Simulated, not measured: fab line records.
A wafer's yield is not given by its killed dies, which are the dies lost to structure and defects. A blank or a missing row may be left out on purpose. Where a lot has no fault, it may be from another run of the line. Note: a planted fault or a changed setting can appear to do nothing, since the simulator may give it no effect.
Which tool did it?	flow gf180mcu	36 wafers from 12 lots sampled at 3 of the route's 602 steps

WHAT EACH GAUGE READ, for each wafer
GF_V5_BOW_MEAS_05.
lot	measured	on	V5_BOW (um)
L075	day 29 01:15	film-metro-01	140 150 141
L077	day 29 15:26	film-metro-02	136 137 127
L079	day 30 10:47	film-metro-03	139 135 132
L081	day 30 19:47	film-metro-02	149 137 148
L083	day 31 03:08	film-metro-01	128 124 121
L085	day 31 15:20	film-metro-02	133 130 144
L087	day 32 06:14	film-metro-01	140 142 143
L089	day 32 15:16	film-metro-03	137 136 124
L092	day 33 14:36	film-metro-02	133 122 138
L094	day 33 19:52	film-metro-02	133 147 131
L097	day 34 08:37	film-metro-02	138 136 146
L091	day 34 12:46	film-metro-03	156 142 151

TOOL THAT RAN EACH LOT (tool first, then ch and the chambers of the sampled wafers, then the start)
lot	GF_V4_SPUTTER_22	GF_MIM_SPUTTER_03
L075	pvd-sputter-02, day 27 04:13	pvd-sputter-04, day 27 05:01
L077	pvd-sputter-02, day 27 18:21	pvd-sputter-04, day 27 19:09
L079	pvd-sputter-03, day 28 14:30	pvd-sputter-01, day 28 15:25
L081	pvd-sputter-04, day 28 22:03	pvd-sputter-04, day 28 22:50
L083	pvd-sputter-04, day 29 08:31	pvd-sputter-01, day 29 09:18
L085	pvd-sputter-03, day 29 21:43	pvd-sputter-04, day 29 22:31
L087	pvd-sputter-02, day 30 13:26	pvd-sputter-04, day 30 14:13
L089	pvd-sputter-02, day 30 21:26	pvd-sputter-01, day 30 22:38
L092	pvd-sputter-03, day 32 00:03	pvd-sputter-01, day 32 00:50
L094	pvd-sputter-04, day 32 05:17	pvd-sputter-02, day 32 06:04
L097	pvd-sputter-03, day 32 18:59	pvd-sputter-02, day 32 19:46
L091	pvd-sputter-02, day 32 23:19	pvd-sputter-01, day 33 00:06
- GF_V4_SPUTTER_22: material TiN, target thk 10 nm, time 40 s.
- GF_MIM_SPUTTER_03: material Ti, target thk 10 nm, time 6.7 s.

THE ANSWER, worked out from the rows above alone
Rule: what is usual is taken from the lots themselves. Put in order of their means at a reading, lots are off if they are a third of the lots or fewer, leave a main group of 4 or more, and stand apart from it by a gap of 3 or more times the standard deviation of the main group's means; of several such gaps the widest counts. A main group is skipped when, at the precision printed for the reading in the tables above, its means are all equal. Also off: a lot with no number at a reading for which 4 or more lots have one. The other lots that the step has rows for count as sound.
No lot is off at any reading shown: from this, nothing can be told.

WHAT WAS PUT IN BY THE SIMULATOR
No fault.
